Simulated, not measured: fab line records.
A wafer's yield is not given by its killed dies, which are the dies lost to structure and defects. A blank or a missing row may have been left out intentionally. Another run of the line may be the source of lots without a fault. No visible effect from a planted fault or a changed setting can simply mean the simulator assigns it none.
fab line records ; flow sky130
[record] lots = 12; wafers = 36; lastDay = 50
route steps=708 shown METAL2@484 VIA2@529 METAL4@630 PAD_OPEN@708
lots that met no fault: taken from a fault-free run of the same line
startH: start of the lot's first displayed wafer, in hours after the record's first day ; waitH: hours since the lot's step before ; " as in the row above ; L1.1+2: several wafers, shown together as one row ; - no value present, or no start provided ; * or withheld: withheld ; < > ~ a bound
route shown NAME@n: a module of which the file shows steps, and the number in the route of the first ; usual: the fault-free wafers' mean and standard deviation ; same: alike in all rows ; chamber/n: place in a boat ; sites: each site's reading ; _std_site: the standard deviation of these ; _edge_site: the outer-site mean with the inner-site mean subtracted ; radiusMm: for every site, how far away it sits from the centre of the wafer ; mask NAME#n: copy n ; behind: the last tool/chamber to shape the wafer ; hold: why the lot went on hold/how many hours it stayed there/how the hold came to an end ; device: names the non-switching transistor (n, p or np) ; end of line: tests of these same wafers at the route's end ; a step with no rows: only its recipe ; killed: the dies lost at the first sort to structure and to defects; this is not the yield of the wafer ; map: dies across one wafer; x = killed, . = not, _ = none there
set.NAME: the run value of the setting; set.NAME@STEP: its run value at that earlier step ; model.NAME: the simulator's own value behind a step, which no gauge read
route steps across a sampled set of lots; one table per step, one row per wafer
services: when a tool's chamber went out of use (startH, in hours from the record's first day, below 0 if earlier), for how many hours, and the reason
[[steps]]
[step SKY_METAL2_SPUTTER_01]
[recipe] material = TiN; targetThkNm = 20; powerW = 6500; timeS = 16.7; chamberPressurePa = 0.4
[usual] throttleValvePct = 29.9/1.1
lot.wafer;tool;chamber;startH;waitH;throttleValvePct
L362.2;pvdSputter-02;-;801.31;0.0;30.3
L362.3;pvdSputter-02;-;801.31;0.0;29.7
L362.4;pvdSputter-02;-;801.31;0.0;28.9
L363.2;pvdSputter-02;-;807.00;0.0;30.5
L363.4;pvdSputter-02;-;807.00;0.0;31.0
L363.5;pvdSputter-02;-;807.00;0.0;31.1
L366.2;pvdSputter-04;-;840.37;0.0;29.3
L366.3;pvdSputter-04;-;840.37;0.0;29.2
L366.6;pvdSputter-04;-;840.37;0.0;29.3
L367.1;pvdSputter-01;-;847.51;0.0;27.5
L367.4;pvdSputter-01;-;847.51;0.0;27.3
L367.5;pvdSputter-01;-;847.51;0.0;31.3
L369.1;pvdSputter-02;-;850.93;0.0;30.3
L369.3;pvdSputter-02;-;850.93;0.0;31.3
L369.4;pvdSputter-02;-;850.93;0.0;29.7
L370.1;pvdSputter-01;-;865.39;0.0;27.4
L370.3;pvdSputter-01;-;865.39;0.0;30.1
L370.4;pvdSputter-01;-;865.39;0.0;31.6
L371.1;pvdSputter-01;-;870.75;0.0;29.9
L371.2;pvdSputter-01;-;870.75;0.0;31.4
L371.5;pvdSputter-01;-;870.75;0.0;29.9
L372.1;pvdSputter-01;-;874.31;0.0;30.0
L372.3;pvdSputter-01;-;874.31;0.0;27.5
L372.6;pvdSputter-01;-;874.31;0.0;27.6
L376.2;pvdSputter-01;-;903.33;0.0;31.8
L376.3;pvdSputter-01;-;903.33;0.0;30.2
L376.6;pvdSputter-01;-;903.33;0.0;31.7
L383.2;pvdSputter-04;-;953.60;0.0;29.3
L383.4;pvdSputter-04;-;953.60;0.0;29.6
L383.5;pvdSputter-04;-;953.60;0.0;29.2
L382.2;pvdSputter-02;-;954.50;0.0;29.8
L382.5;pvdSputter-02;-;954.50;0.0;29.4
L382.6;pvdSputter-02;-;954.50;0.0;30.2
L385.1;pvdSputter-01;-;959.66;0.0;31.7
L385.4;pvdSputter-01;-;959.66;0.0;31.4
L385.6;pvdSputter-01;-;959.66;0.0;27.3
[step SKY_METAL2_STRIP_20]
[recipe] chemistry = O2/N2; powerW = 1400; pressureMtorr = 1500; platenTempC = withheld; o2FlowSccm = 3000; n2FlowSccm = 300; overashFraction = 0.5
[usual] drypumpMotorCurrentA = 5.35/0.19; n2FlowSccm = 299.9/1; oesProductAu = 0.345/0.0051; stripTimeToEndpointS = 2.72/0.055
lot.wafer;tool;chamber;startH;waitH;drypumpMotorCurrentA;n2FlowSccm;oesProductAu;rfHoursCounterH;stripTimeToEndpointS
L362.2;plasmaAsher-01;1;828.52;0.1;5.31;298.8;0.353;38;2.73
L362.3;plasmaAsher-01;0;828.52;0.1;5.26;300.9;0.351;-;2.73
L362.4;plasmaAsher-01;1;828.52;0.1;5.33;299.4;0.341;-;2.66
L363.2;plasmaAsher-01;1;833.75;0.1;5.28;299.7;0.342;39;2.76
L363.4;plasmaAsher-01;0;833.75;0.1;5.26;299.3;0.342;-;2.71
L363.5;plasmaAsher-01;0;833.75;0.1;5.24;301.3;0.350;-;2.76
L366.2;plasmaAsher-01;0;867.02;0.1;5.25;299.6;0.345;42;2.68
L366.3;plasmaAsher-01;1;867.02;0.1;5.32;299.7;0.344;-;2.69
L366.6;plasmaAsher-01;1;867.02;0.1;5.32;299.5;0.346;-;2.70
L367.1;plasmaAsher-04;0;874.32;0.1;5.23;300.1;0.346;98;2.75
L367.4;plasmaAsher-04;1;874.32;0.1;5.17;300.6;0.340;-;2.68
L367.5;plasmaAsher-04;0;874.32;0.1;5.25;301.4;0.345;-;2.75
L369.1;plasmaAsher-01;0;877.60;0.1;5.26;299.5;0.344;43;2.78
L369.3;plasmaAsher-01;1;877.60;0.1;5.34;300.2;0.344;-;2.69
L369.4;plasmaAsher-01;0;877.60;0.1;5.21;299.0;0.352;-;2.79
L370.1;plasmaAsher-04;0;891.52;0.1;5.21;301.8;0.338;100;2.70
L370.3;plasmaAsher-04;0;891.52;0.1;5.20;300.3;0.342;-;2.68
L370.4;plasmaAsher-04;1;891.52;0.1;5.18;298.6;0.341;-;2.75
L371.1;plasmaAsher-02;1;896.77;0.1;5.40;299.5;0.353;15;2.65
L371.2;plasmaAsher-02;0;896.77;0.1;5.71;299.1;0.346;15;2.79
L371.5;plasmaAsher-02;1;896.77;0.1;5.39;301.2;0.347;-;2.77
L372.1;plasmaAsher-02;0;900.05;0.1;5.70;299.4;0.348;15;2.78
L372.3;plasmaAsher-02;0;900.05;0.1;5.71;299.4;0.341;-;2.68
L372.6;plasmaAsher-02;0;900.05;0.1;5.72;300.7;0.345;-;2.68
L376.2;plasmaAsher-04;1;928.77;0.1;5.18;299.2;0.347;104;2.80
L376.3;plasmaAsher-04;0;928.77;0.1;5.20;299.6;0.360;-;2.80
L376.6;plasmaAsher-04;1;928.77;0.1;5.16;299.6;0.344;-;2.83
L383.2;plasmaAsher-04;1;977.75;0.1;5.15;300.0;0.349;109;2.68
L383.4;plasmaAsher-04;1;977.75;0.1;5.19;299.4;0.345;-;2.62
L383.5;plasmaAsher-04;1;977.75;0.1;5.16;298.4;0.342;-;2.65
L382.2;plasmaAsher-04;1;979.12;0.1;5.21;300.1;0.347;109;2.76
L382.5;plasmaAsher-04;0;979.12;0.1;5.24;301.1;0.334;-;2.61
L382.6;plasmaAsher-04;1;979.12;0.1;5.23;298.1;0.351;-;2.75
L385.1;plasmaAsher-02;1;983.87;0.1;5.39;299.5;0.346;24;2.67
L385.4;plasmaAsher-02;1;983.87;0.1;5.38;298.7;0.350;-;2.69
L385.6;plasmaAsher-02;1;983.87;0.1;5.39;299.3;0.340;-;2.62
[step SKY_VIA2_RS_MEAS_22]
[recipe] thkMeasGauge = four-point-probe; reads = W_of_VIA2_CVD_21+TiN_of_VIA2_SPUTTER_20
[usual] VIA2_W_RS = 0.2730/0.0029
lot.wafer;tool;chamber;startH;waitH;VIA2_W_RS[ohm/sq]
L362.2;filmMetro-01;-;857.23;0.1;0.2706
L362.3;filmMetro-01;-;857.23;0.1;0.2739
L362.4;filmMetro-01;-;857.23;0.1;0.2725
L363.2;filmMetro-04;-;861.80;0.1;0.2733
L363.4;filmMetro-04;-;861.80;0.1;0.2756
L363.5;filmMetro-04;-;861.80;0.1;0.2732
L366.2;filmMetro-01;-;895.14;0.1;0.2789
L366.3;filmMetro-01;-;895.14;0.1;0.2757
L366.6;filmMetro-01;-;895.14;0.1;0.2770
L367.1;filmMetro-01;-;901.93;0.1;0.2770
L367.4;filmMetro-01;-;901.93;0.1;0.2749
L367.5;filmMetro-01;-;901.93;0.1;0.2782
L369.1;filmMetro-01;-;905.69;0.1;0.2741
L369.3;filmMetro-01;-;905.69;0.1;0.2762
L369.4;filmMetro-01;-;905.69;0.1;0.2717
L370.1;filmMetro-01;-;918.78;0.1;0.2736
L370.3;filmMetro-01;-;918.78;0.1;0.2757
L370.4;filmMetro-01;-;918.78;0.1;0.2721
L371.1;filmMetro-04;-;923.75;0.1;0.2741
L371.2;filmMetro-04;-;923.75;0.1;0.2729
L371.5;filmMetro-04;-;923.75;0.1;0.2755
L372.1;filmMetro-04;-;928.38;0.1;0.2679
L372.3;filmMetro-04;-;928.38;0.1;0.2695
L372.6;filmMetro-04;-;928.38;0.1;0.2712
L376.2;filmMetro-04;-;955.19;0.1;0.2756
L376.3;filmMetro-04;-;955.19;0.1;0.2743
L376.6;filmMetro-04;-;955.19;0.1;0.2722
L383.2;filmMetro-04;-;1003.85;0.1;0.2678
L383.4;filmMetro-04;-;1003.85;0.1;0.2698
L383.5;filmMetro-04;-;1003.85;0.1;0.2682
L382.2;filmMetro-03;-;1005.05;0.1;0.2699
L382.5;filmMetro-03;-;1005.05;0.1;0.2667
L382.6;filmMetro-03;-;1005.05;0.1;0.2717
L385.1;filmMetro-04;-;1009.68;0.1;0.2711
L385.4;filmMetro-04;-;1009.68;0.1;0.2695
L385.6;filmMetro-04;-;1009.68;0.1;0.2746
[step SKY_METAL4_OVL_MEAS_14]
[usual] METAL4_OVL = -2/6.6
lot.wafer;tool;chamber;startH;waitH;METAL4_OVL[nm]
L362.2;overlay-01;-;987.06;0.1;-2
L362.3;overlay-01;-;987.06;0.1;-4
L362.4;overlay-01;-;987.06;0.1;6
L363.2;overlay-01;-;994.84;0.1;-11
L363.4;overlay-01;-;994.84;0.1;-10
L363.5;overlay-01;-;994.84;0.1;-11
L366.2;overlay-02;-;1022.79;0.1;-15
L366.3;overlay-02;-;1022.79;0.1;-7
L366.6;overlay-02;-;1022.79;0.1;-13
L367.1;overlay-02;-;1029.14;0.1;-1
L367.4;overlay-02;-;1029.14;0.1;3
L367.5;overlay-02;-;1029.14;0.1;-5
L369.1;overlay-01;-;1030.56;0.1;2
L369.3;overlay-01;-;1030.56;0.1;1
L369.4;overlay-01;-;1030.56;0.1;-7
L370.1;overlay-02;-;1041.79;0.1;-8
L370.3;overlay-02;-;1041.79;0.1;-7
L370.4;overlay-02;-;1041.79;0.1;-1
L371.1;overlay-02;-;1048.14;0.1;6
L371.2;overlay-02;-;1048.14;0.1;5
L371.5;overlay-02;-;1048.14;0.1;1
L372.1;overlay-02;-;1051.78;0.1;2
L372.3;overlay-02;-;1051.78;0.1;2
L372.6;overlay-02;-;1051.78;0.1;7
L376.2;overlay-01;-;1076.04;0.1;-11
L376.3;overlay-01;-;1076.04;0.1;1
L376.6;overlay-01;-;1076.04;0.1;-7
L383.2;overlay-01;-;1116.51;0.1;-12
L383.4;overlay-01;-;1116.51;0.1;-6
L383.5;overlay-01;-;1116.51;0.1;-2
L382.2;overlay-02;-;1119.00;0.1;-3
L382.5;overlay-02;-;1119.00;0.1;-9
L382.6;overlay-02;-;1119.00;0.1;-1
L385.1;overlay-01;-;1122.40;0.1;3
L385.4;overlay-01;-;1122.40;0.1;-1
L385.6;overlay-01;-;1122.40;0.1;-1
[step SKY_PAD_OPEN_PROBE_99]
[usual] defectLimitedYield = 82.2/2; killed_at_M0_to_M3 = 45/7.2; killed_at_M4_up = 3.0/1.8; killedAtContacts = 25/6.1; killedAtFrontEnd = 14/4.4; killedAtOther = 0.2/0.44; killedDies = 88/10; killedOpen = 48/7.4; killedShort = 40/6.3; sort_bin_3_pad_short = 0.9/0.41; sort_bin_5_function = 10.6/1.5; sort_bin_6_memory = 6.4/1.2; sortNPass = 404/10; sortYieldPct = 82.2/2
[same] grossDies = 492; killedAtBackSide = 0; sort_bin_4_leakage[%] = 0; sort_bin_8_speed[%] = 0
lot.wafer;tool;chamber;startH;waitH;hold;defectLimitedYield[%];killed_at_M0_to_M3;killed_at_M4_up;killedAtContacts;killedAtFrontEnd;killedAtOther;killedDies;killedOpen;killedShort;sort_bin_3_pad_short[%];sort_bin_5_function[%];sort_bin_6_memory[%];sortNPass;sortYieldPct[%]
L362.2;prober-02;-;1083.19;0.1;-;80.3;36;3;35;23;0;97;47;50;1.0;10.2;8.5;395;80.3
L362.3;prober-02;-;1083.24;0.2;-;83.7;33;3;28;16;0;80;43;37;0.8;8.7;6.7;412;83.7
L362.4;prober-02;-;1083.29;0.2;-;79.7;58;3;19;19;1;100;56;44;1.4;11.8;7.1;392;79.7
L363.2;prober-01;-;1088.37;0.1;-;84.1;33;7;25;12;1;78;46;32;0.4;9.6;5.9;414;84.1
L363.4;prober-01;-;1088.47;0.2;-;78.9;54;5;29;16;0;104;61;43;0.8;14.2;6.1;388;78.9
L363.5;prober-01;-;1088.52;0.2;-;80.5;53;4;20;19;0;96;54;42;0.4;11.0;8.1;396;80.5
L366.2;prober-02;-;1114.71;0.1;-;78.0;63;3;33;9;0;108;49;59;2.4;13.0;6.5;384;78.0
L366.3;prober-02;-;1114.76;0.2;-;80.3;57;3;24;13;0;97;58;39;1.2;9.3;9.1;395;80.3
L366.6;prober-02;-;1114.91;0.2;-;83.1;44;3;21;15;0;83;38;45;1.2;9.6;6.1;409;83.1
L367.1;prober-01;-;1120.02;0.1;-;82.5;49;2;24;11;0;86;55;31;0.4;11.2;5.9;406;82.5
L367.4;prober-01;-;1120.17;0.2;-;84.8;33;0;24;18;0;75;39;36;0.4;9.1;5.7;417;84.8
L367.5;prober-01;-;1120.22;0.2;-;85.2;31;1;25;16;0;73;42;31;1.2;8.7;4.9;419;85.2
L369.1;prober-01;-;1122.64;0.1;-;82.9;38;2;27;17;0;84;40;44;1.0;8.5;7.5;408;82.9
L369.3;prober-01;-;1122.74;0.2;-;81.9;43;5;28;13;0;89;49;40;0;11.6;6.5;403;81.9
L369.4;prober-01;-;1122.79;0.2;-;84.6;38;5;19;14;0;76;39;37;1.2;7.7;6.5;416;84.6
L370.1;prober-02;-;1133.25;0.1;-;83.5;39;4;29;9;0;81;43;38;1.0;11.0;4.5;411;83.5
L370.3;prober-02;-;1133.35;0.2;-;81.1;43;0;31;18;1;93;43;50;0.8;11.6;6.5;399;81.1
L370.4;prober-02;-;1133.40;0.2;-;85.4;35;1;25;10;1;72;33;39;0.6;8.7;5.3;420;85.4
L371.1;prober-01;-;1137.28;0.1;-;80.1;51;1;27;18;1;98;48;50;0.6;12.6;6.7;394;80.1
L371.2;prober-01;-;1137.33;0.1;-;81.1;55;1;26;11;0;93;55;38;1.6;12.0;5.3;399;81.1
L371.5;prober-01;-;1137.48;0.2;-;79.3;51;2;25;24;0;102;61;41;0.6;12.0;8.1;390;79.3
L372.1;prober-02;-;1140.58;0.1;awaitDispo/1.7h/release;72.0;82;4;27;24;1;138;53;48;2.2;16.9;8.9;354;72.0
L372.3;prober-02;-;1140.68;0.2;awaitDispo/1.7h/release;75.2;86;4;23;9;0;122;37;36;2.4;16.7;5.7;370;75.2
L372.6;prober-02;-;1140.83;0.2;awaitDispo/1.7h/release;69.7;102;3;27;17;0;149;60;42;2.6;17.5;10.2;343;69.7
L376.2;prober-02;-;1160.95;0.1;awaitDispo/2.5h/release;72.0;94;2;27;14;1;138;51;38;2.4;17.7;7.9;354;72.0
L376.3;prober-02;-;1161.00;0.2;awaitDispo/2.5h/release;77.6;80;0;14;15;1;110;35;35;2.6;13.4;6.3;382;77.6
L376.6;prober-02;-;1161.15;0.2;awaitDispo/2.5h/release;72.2;97;3;30;7;0;137;51;34;3.7;15.4;8.7;355;72.2
L383.2;prober-01;-;1193.23;0.1;-;83.5;41;2;25;13;0;81;46;35;0.4;10.6;5.5;411;83.5
L383.4;prober-01;-;1193.33;0.2;-;84.8;32;2;26;14;1;75;36;39;0.8;10.0;4.5;417;84.8
L383.5;prober-01;-;1193.38;0.2;-;78.9;57;3;31;13;0;104;56;48;1.4;11.6;8.1;388;78.9
L382.2;prober-02;-;1195.64;0.1;-;82.3;44;4;25;14;0;87;51;36;1.2;9.1;7.3;405;82.3
L382.5;prober-02;-;1195.79;0.2;-;81.9;44;6;28;10;1;89;56;33;0.8;11.8;5.5;403;81.9
L382.6;prober-02;-;1195.84;0.2;-;84.8;37;1;19;18;0;75;39;36;1.2;8.5;5.5;417;84.8
L385.1;prober-02;-;1198.47;0.1;-;82.5;46;1;23;16;0;86;41;45;0.8;10.6;6.1;406;82.5
L385.4;prober-02;-;1198.62;0.2;-;81.7;44;3;27;16;0;90;52;38;1.0;11.4;5.9;402;81.7
L385.6;prober-02;-;1198.72;0.2;-;81.1;48;3;31;11;0;93;48;45;1.4;10.0;7.5;399;81.1
// killed by level:class
L362.2 LI_CONTACT:geometricParticle:open=9 CONTACT:geometricParticle:open=9 VIA1:geometricParticle:open=8 FIELD_ISO:geometricParticle:short=7 LOCAL_INTERCONNECT:geometricParticle:short=7 VIA3:geometricParticle:open=6 CONTACT:geometricParticle:short=6 METAL2:geometricParticle:short=6
L362.3 VIA1:geometricParticle:open=10 METAL1:geometricParticle:short=9 CONTACT:geometricParticle:short=8 CONTACT:geometricParticle:open=7 POLY_GATE:geometricParticle:open=6 LI_CONTACT:geometricParticle:open=5 LOCAL_INTERCONNECT:geometricParticle:short=4 FIELD_ISO:geometricParticle:open=3
L362.4 VIA1:geometricParticle:open=14 CONTACT:geometricParticle:open=12 VIA3:geometricParticle:open=8 VIA1:geometricParticle:short=7 VIA3:geometricParticle:short=6 FIELD_ISO:geometricParticle:short=4 FIELD_ISO:geometricParticle:open=4 METAL2:geometricParticle:open=4
L363.2 VIA1:geometricParticle:open=10 CONTACT:geometricParticle:open=8 LOCAL_INTERCONNECT:geometricParticle:short=7 LI_CONTACT:geometricParticle:open=6 METAL2:geometricParticle:short=5 VIA2:geometricParticle:open=4 METAL1:geometricParticle:short=4 METAL4:geometricParticle:short=4
L363.4 VIA1:geometricParticle:open=13 VIA3:geometricParticle:open=9 FIELD_ISO:geometricParticle:short=8 CONTACT:geometricParticle:open=8 LI_CONTACT:geometricParticle:open=8 METAL1:geometricParticle:short=8 VIA2:geometricParticle:open=6 CONTACT:geometricParticle:short=5
L363.5 VIA1:geometricParticle:open=13 VIA3:geometricParticle:open=12 CONTACT:geometricParticle:open=8 FIELD_ISO:geometricParticle:open=7 METAL1:geometricParticle:short=6 VIA1:geometricParticle:short=5 LOCAL_INTERCONNECT:geometricParticle:short=5 METAL2:geometricParticle:short=5
L366.2 CONTACT:geometricParticle:open=11 VIA1:geometricParticle:open=10 METAL2:geometricParticle:short=10 VIA2:geometricParticle:short=10 CONTACT:geometricParticle:short=8 VIA3:geometricParticle:open=8 LI_CONTACT:geometricParticle:open=6 METAL1:geometricParticle:short=6
L366.3 VIA3:geometricParticle:open=13 VIA2:geometricParticle:open=11 LI_CONTACT:geometricParticle:open=10 VIA1:geometricParticle:open=8 METAL2:geometricParticle:short=6 LOCAL_INTERCONNECT:geometricParticle:short=5 CONTACT:geometricParticle:open=5 METAL1:geometricParticle:short=4
L366.6 VIA1:geometricParticle:open=14 METAL2:geometricParticle:short=8 CONTACT:geometricParticle:open=6 METAL1:geometricParticle:short=6 LOCAL_INTERCONNECT:geometricParticle:short=5 SPACER:geometricParticle:short=4 SPACER:geometricParticle:open=4 CONTACT:geometricParticle:short=4
L367.1 VIA1:geometricParticle:open=12 VIA3:geometricParticle:open=10 METAL1:geometricParticle:short=9 CONTACT:geometricParticle:open=9 VIA2:geometricParticle:open=9 LI_CONTACT:geometricParticle:open=6 CONTACT:geometricParticle:short=5 FIELD_ISO:geometricParticle:open=4
L367.4 FIELD_ISO:geometricParticle:open=10 METAL2:geometricParticle:short=8 LI_CONTACT:geometricParticle:short=5 CONTACT:geometricParticle:open=5 VIA1:geometricParticle:open=5 LI_CONTACT:geometricParticle:open=4 LOCAL_INTERCONNECT:geometricParticle:short=4 CONTACT:geometricParticle:short=4
L367.5 CONTACT:geometricParticle:open=11 VIA1:geometricParticle:open=7 FIELD_ISO:geometricParticle:short=6 VIA2:geometricParticle:open=6 VIA3:geometricParticle:open=6 CONTACT:geometricParticle:short=5 LOCAL_INTERCONNECT:geometricParticle:short=4 FIELD_ISO:geometricParticle:open=3
L369.1 CONTACT:geometricParticle:open=9 VIA1:geometricParticle:open=7 VIA3:geometricParticle:open=7 METAL2:geometricParticle:short=7 LI_CONTACT:geometricParticle:open=6 LOCAL_INTERCONNECT:geometricParticle:short=6 CONTACT:geometricParticle:short=6 FIELD_ISO:geometricParticle:short=5
L369.3 VIA1:geometricParticle:open=10 LI_CONTACT:geometricParticle:open=8 CONTACT:geometricParticle:open=8 METAL1:geometricParticle:short=7 VIA2:geometricParticle:open=6 FIELD_ISO:geometricParticle:short=5 LOCAL_INTERCONNECT:geometricParticle:short=5 CONTACT:geometricParticle:short=5
L369.4 VIA1:geometricParticle:open=13 VIA1:geometricParticle:short=8 FIELD_ISO:geometricParticle:short=7 CONTACT:geometricParticle:open=7 LOCAL_INTERCONNECT:geometricParticle:short=5 VIA2:geometricParticle:open=5 VIA3:geometricParticle:open=4 SPACER:geometricParticle:short=3
L370.1 CONTACT:geometricParticle:open=15 CONTACT:geometricParticle:short=7 VIA2:geometricParticle:open=7 METAL2:geometricParticle:short=6 VIA3:geometricParticle:open=5 VIA1:geometricParticle:short=5 LI_CONTACT:geometricParticle:open=4 VIA1:geometricParticle:open=4
L370.3 CONTACT:geometricParticle:open=7 LI_CONTACT:geometricParticle:open=7 VIA3:geometricParticle:short=7 VIA1:geometricParticle:open=7 CONTACT:geometricParticle:short=6 VIA1:geometricParticle:short=6 VIA2:geometricParticle:open=6 FIELD_ISO:geometricParticle:short=5
L370.4 VIA1:geometricParticle:open=7 CONTACT:geometricParticle:short=6 VIA1:geometricParticle:short=5 LI_CONTACT:geometricParticle:open=5 CONTACT:geometricParticle:open=5 LOCAL_INTERCONNECT:geometricParticle:short=5 VIA2:geometricParticle:open=4 METAL3:geometricParticle:short=4
L371.1 CONTACT:geometricParticle:open=9 METAL1:geometricParticle:short=9 VIA1:geometricParticle:short=9 VIA2:geometricParticle:open=7 FIELD_ISO:geometricParticle:open=6 VIA1:geometricParticle:open=6 LI_CONTACT:geometricParticle:open=6 LOCAL_INTERCONNECT:geometricParticle:short=6
L371.2 CONTACT:geometricParticle:open=13 VIA1:geometricParticle:open=11 VIA1:geometricParticle:short=10 VIA3:geometricParticle:open=10 LI_CONTACT:geometricParticle:open=5 METAL2:geometricParticle:short=5 VIA2:geometricParticle:open=5 METAL3:geometricParticle:short=5
L371.5 VIA1:geometricParticle:open=18 CONTACT:geometricParticle:open=8 VIA2:geometricParticle:open=8 POLY_GATE:geometricParticle:open=6 CONTACT:geometricParticle:short=6 FIELD_ISO:geometricParticle:open=5 POLY_GATE:geometricParticle:short=5 VIA1:geometricParticle:short=5
L372.1 METAL2:unspecified=37 VIA1:geometricParticle:open=13 CONTACT:geometricParticle:open=12 POLY_GATE:geometricParticle:short=8 VIA1:geometricParticle:short=8 LI_CONTACT:geometricParticle:open=6 POLY_GATE:geometricParticle:open=5 CONTACT:geometricParticle:short=5
L372.3 METAL2:unspecified=49 CONTACT:geometricParticle:open=9 VIA1:geometricParticle:open=8 VIA3:geometricParticle:open=8 LI_CONTACT:geometricParticle:short=7 CONTACT:geometricParticle:short=5 METAL2:geometricParticle:short=5 VIA2:geometricParticle:open=4
L372.6 METAL2:unspecified=47 VIA3:geometricParticle:open=14 VIA1:geometricParticle:open=11 CONTACT:geometricParticle:short=9 CONTACT:geometricParticle:open=8 LI_CONTACT:geometricParticle:open=7 VIA2:geometricParticle:open=7 FIELD_ISO:geometricParticle:open=5
L376.2 METAL2:unspecified=49 CONTACT:geometricParticle:open=10 VIA1:geometricParticle:open=10 VIA1:geometricParticle:short=8 VIA2:geometricParticle:open=8 CONTACT:geometricParticle:short=7 LI_CONTACT:geometricParticle:open=5 VIA3:geometricParticle:open=5
L376.3 METAL2:unspecified=40 VIA1:geometricParticle:open=9 VIA3:geometricParticle:open=6 LI_CONTACT:geometricParticle:open=5 VIA1:geometricParticle:short=5 FIELD_ISO:geometricParticle:short=4 FIELD_ISO:geometricParticle:open=4 POLY_GATE:geometricParticle:short=4
L376.6 METAL2:unspecified=52 VIA1:geometricParticle:open=13 CONTACT:geometricParticle:open=11 CONTACT:geometricParticle:short=6 LI_CONTACT:geometricParticle:open=6 METAL2:geometricParticle:short=6 VIA3:geometricParticle:open=6 FIELD_ISO:geometricParticle:open=4
L383.2 VIA1:geometricParticle:open=11 LI_CONTACT:geometricParticle:open=7 CONTACT:geometricParticle:open=6 CONTACT:geometricParticle:short=6 LOCAL_INTERCONNECT:geometricParticle:short=5 VIA1:geometricParticle:short=5 VIA2:geometricParticle:open=5 FIELD_ISO:geometricParticle:open=4
L383.4 CONTACT:geometricParticle:open=9 FIELD_ISO:geometricParticle:open=6 LOCAL_INTERCONNECT:geometricParticle:short=6 METAL2:geometricParticle:short=6 CONTACT:geometricParticle:short=5 POLY_GATE:geometricParticle:short=4 VIA1:geometricParticle:open=4 VIA1:geometricParticle:short=4
L383.5 CONTACT:geometricParticle:open=13 VIA1:geometricParticle:open=12 VIA3:geometricParticle:open=10 METAL1:geometricParticle:short=9 LOCAL_INTERCONNECT:geometricParticle:short=6 VIA2:geometricParticle:open=6 LI_CONTACT:geometricParticle:open=5 VIA2:geometricParticle:short=5
L382.2 VIA3:geometricParticle:open=12 VIA1:geometricParticle:open=12 CONTACT:geometricParticle:open=9 LOCAL_INTERCONNECT:geometricParticle:short=5 CONTACT:geometricParticle:short=5 FIELD_ISO:geometricParticle:open=4 POLY_GATE:geometricParticle:open=4 VIA1:geometricParticle:short=4
L382.5 CONTACT:geometricParticle:open=15 VIA1:geometricParticle:open=13 VIA3:geometricParticle:open=9 METAL2:geometricParticle:short=7 METAL4:geometricParticle:short=5 LOCAL_INTERCONNECT:geometricParticle:short=5 LI_CONTACT:geometricParticle:open=4 VIA2:geometricParticle:open=4
L382.6 VIA1:geometricParticle:short=7 VIA1:geometricParticle:open=7 FIELD_ISO:geometricParticle:open=6 VIA3:geometricParticle:open=6 CONTACT:geometricParticle:open=6 CONTACT:geometricParticle:short=5 LI_CONTACT:geometricParticle:open=4 METAL2:geometricParticle:short=4
L385.1 VIA1:geometricParticle:open=12 VIA1:geometricParticle:short=10 CONTACT:geometricParticle:open=6 LI_CONTACT:geometricParticle:open=5 CONTACT:geometricParticle:short=5 METAL1:geometricParticle:short=5 FIELD_ISO:geometricParticle:open=4 POLY_GATE:geometricParticle:short=4
L385.4 CONTACT:geometricParticle:open=12 VIA1:geometricParticle:open=11 VIA3:geometricParticle:open=9 FIELD_ISO:geometricParticle:short=6 LI_CONTACT:geometricParticle:open=6 CONTACT:geometricParticle:short=6 VIA1:geometricParticle:short=6 METAL1:geometricParticle:short=4
L385.6 CONTACT:geometricParticle:open=13 VIA1:geometricParticle:open=9 VIA1:geometricParticle:short=8 METAL2:geometricParticle:short=8 LI_CONTACT:geometricParticle:open=7 VIA2:geometricParticle:open=7 CONTACT:geometricParticle:short=6 FIELD_ISO:geometricParticle:short=4
[[services]]
tool;chamber;startH;hours;kind
pvdSputter-01;-;811.31;12.5;repair
plasmaAsher-02;-;812.97;2.8;pm
pvdSputter-01;2;840.75;-;consumableReplace:kit
pvdSputter-01;2;840.75;18.0;scheduledDown
pvdSputter-01;2;840.75;18.0;ventCycle
pvdSputter-04;-;841.51;1.9;repair
pvdSputter-02;0;851.05;-;consumableReplace:kit
pvdSputter-02;0;851.05;18.0;scheduledDown
pvdSputter-02;0;851.05;18.0;ventCycle
pvdSputter-01;-;878.44;4.8;repair
pvdSputter-01;1;953.44;-;consumableReplace:kit
pvdSputter-01;1;953.44;18.0;scheduledDown
pvdSputter-01;1;953.44;18.0;ventCycle
pvdSputter-04;0;958.13;-;consumableReplace:kit
pvdSputter-04;0;958.13;18.0;scheduledDown
pvdSputter-04;0;958.13;18.0;ventCycle
plasmaAsher-01;-;961.05;5.9;repair
plasmaAsher-01;-;975.02;0.5;repair
[[key]]
[firstSign] step = SKY_PAD_OPEN_PROBE_99; reading = killed_at_M0_to_M3; direction = up; sigmas = 6.3; usual = 45; struck = 90
[effect] step = SKY_PAD_OPEN_PROBE_99; reading = sort_bin_3_pad_short; direction = up; sigmas = 4.5; usual = 0.9; struck = 2.7
metAt SKY_METAL2_SPUTTER_01
struckLots L372,L376
notActingAt SKY_METAL2_STRIP_20,SKY_VIA2_RS_MEAS_22,SKY_METAL4_OVL_MEAS_14
onsetBetween 870.75 874.31
[fault] kind = chamberParticleSource; tool = pvdSputter-01; chamber = -; onsetH = 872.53; steps = SKY_METAL2_SPUTTER_01; ratePerVisitCm2 = 0.66292; endH = 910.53
